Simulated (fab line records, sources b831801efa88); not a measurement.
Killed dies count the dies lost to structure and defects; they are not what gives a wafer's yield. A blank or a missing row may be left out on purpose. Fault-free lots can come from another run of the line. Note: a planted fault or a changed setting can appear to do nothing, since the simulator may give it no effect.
A lot that was struck, set against a sound lot / flow sky130 / 21 out of 708 route steps
Sound: these wafers, L125.2, L125.3, L125.5. Wafers struck: L135.1, L135.5, L135.6. At the end, the cause is stated.
For every step that has rows: the tool of each side, followed by ch and its chambers, followed by its first start. Under that, the readings that differ: sound wafers / struck wafers / difference of the means / sigmas: that difference in standard deviations of wafers without a fault.
alike: same words and numbers on both sides, and readings whose means sit less than 2 such deviations apart. not compared: any withheld reading, any reading some wafer has no value for, any bound like >300 that may hide the same value, and any number with overlapping values for which the record gives no deviation.
A row with sigmas, a row that says differs or no value, or rows on one side alone: a step with any of these is where the two part. When numbers do not overlap yet have no deviation, they are printed without sigmas and do not part them. Lack of a reading on every wafer of one side parts them only where that side has two or more wafers.

first, 1 step without rows for these wafers: SKY_RES_XHIGH_IMPLANT_07.
SKY_RES_XHIGH_STRIP_08: strips in O2/N2.
  sound on plasma_asher-01 ch 0,1, day 28 08:37; struck on plasma_asher-02 ch 0,1, day 30 18:31
  alike: drypump_motor_current_A, oes_product_au, strip_time_to_endpoint_s
  not compared: rf_hours_counter_h
SKY_RES_XHIGH_TW_MEAS_09:
  sound on film_metro-04 at day 28 08:44; struck on film_metro-04 at day 30 18:37
  alike: RES_XHIGH_TW
then, 7 steps without rows for these wafers: SKY_SD_N_DEHYDRATE_00 (time 60 s); SKY_SD_N_HMDS_01 (prime time 60 s); SKY_SD_N_COAT_02 (resist thk 1140 nm); SKY_SD_N_SOFTBAKE_03 (time 60 s); SKY_SD_N_EXPOSE_04 (exposes mask NSDM, target cd 380 nm); SKY_SD_N_PEB_05; SKY_SD_N_DEVELOP_06 (develop time 60 s).
SKY_SD_N_CD_MEAS_07 targets a cd of 380 nm.
  sound on cd_sem-02 at day 29 11:53; struck on cd_sem-02 at day 31 21:37
  alike: cd_nm
SKY_SD_N_OVL_MEAS_08:
  sound on overlay-01 at day 29 11:59; struck on overlay-02 at day 31 21:44
  alike: SD_N_OVL
SKY_SD_N_IMPLANT_09:
  sound on implanter-03 ch 0, day 29 12:03; struck on implanter-01 ch 0, day 31 21:47
reading=beam_on_s (s); sound=20.3 20.3 20.6; struck=22.5 22.6 22.5; difference=+2.1; sigmas=+2
reading=end_station_pressure_torr (Torr); sound=1.07e-05 1.32e-05 1.17e-05; struck=4.86e-05 5.32e-05 4.88e-05; difference=+3.83e-05; sigmas=+48
  alike: faraday_current_uA
following that, these wafers have no rows for 1 step: SKY_SD_N_IMPLANT_10.
SKY_SD_N_STRIP_11: strips in O2/N2.
  sound on plasma_asher-03 ch 0,1, day 29 12:19; struck on plasma_asher-01 ch 0,1, day 31 22:05
reading=strip_time_to_endpoint_s (s); sound=22.60 22.57 22.57; struck=23.05 23.01 23.04; difference=+0.45; sigmas=+11
  alike: drypump_motor_current_A, oes_product_au
  not compared: rf_hours_counter_h
SKY_SD_N_TW_MEAS_12:
  sound on film_metro-01 at day 29 12:26; struck on film_metro-01 at day 31 22:13
  alike: SD_N_TW
then, 1 step without rows for these wafers: SKY_SD_N_CLEAN_13 (cleans in SC1/SC2, time 150 s).
SKY_SD_N_RTA_14: time 2 s.
  sound on rtp_anneal-02 ch 0, day 29 12:33; struck on rtp_anneal-02 ch 0, day 31 22:19
  alike: lamp_power_pct, wafer_temp_C_max
SKY_SD_N_RS_MEAS_16: measurement is done with a four-point probe.
  sound on film_metro-01 at day 29 12:44; struck on film_metro-01 at day 31 22:30
reading=SD_N_RS (ohm/sq); sound=68.45 68.57 68.63; struck=67.56 67.51 67.64; difference=-0.98; sigmas=-9
SKY_SD_N_RS_MEAS_17: measurement is done with a four-point probe.
  sound on film_metro-01 at day 29 12:51; struck on film_metro-01 at day 31 22:37
  alike: SD_P_RS
-- the record jumps here: 17 days lie between the struck wafers' starts before and after (it left off in module SD_N and takes up again in module PAD_OPEN, whose first step shown is number 708 of the route) --
SKY_PAD_OPEN_PROBE_99:
  sound on prober-01 at day 46 11:38; struck on prober-02 at day 48 10:51
reading=killed_at_other; sound=2 1 1; struck=0 0 0; difference=-1; sigmas=-2
reading=model.etest.res_ndiff_hv.rs_ohm_sq; sound=112.8 112.6 112.1; struck=109.8 110 110.7; difference=-2.3; sigmas=
reading=model.etest.res_ndiff.rs_ohm_sq; sound=120 119 118.8; struck=116.6 116.5 115.6; difference=-3.0; sigmas=
  alike: killed_at_M0_to_M3, killed_at_M4_up, killed_at_contacts, killed_at_front_end, killed_dies, killed_on_rim, killed_open, killed_short

## WHERE THEY PART
Last at SKY_PAD_OPEN_PROBE_99 as far as this record goes, first at SKY_SD_N_IMPLANT_09.

WHY: whatever the simulator had introduced
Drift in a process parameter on implanter-01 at SKY_SD_N_IMPLANT_09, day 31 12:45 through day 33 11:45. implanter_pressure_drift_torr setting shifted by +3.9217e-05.
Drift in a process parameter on implanter-01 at SKY_SD_N_IMPLANT_09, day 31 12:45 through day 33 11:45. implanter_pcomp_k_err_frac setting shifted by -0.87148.
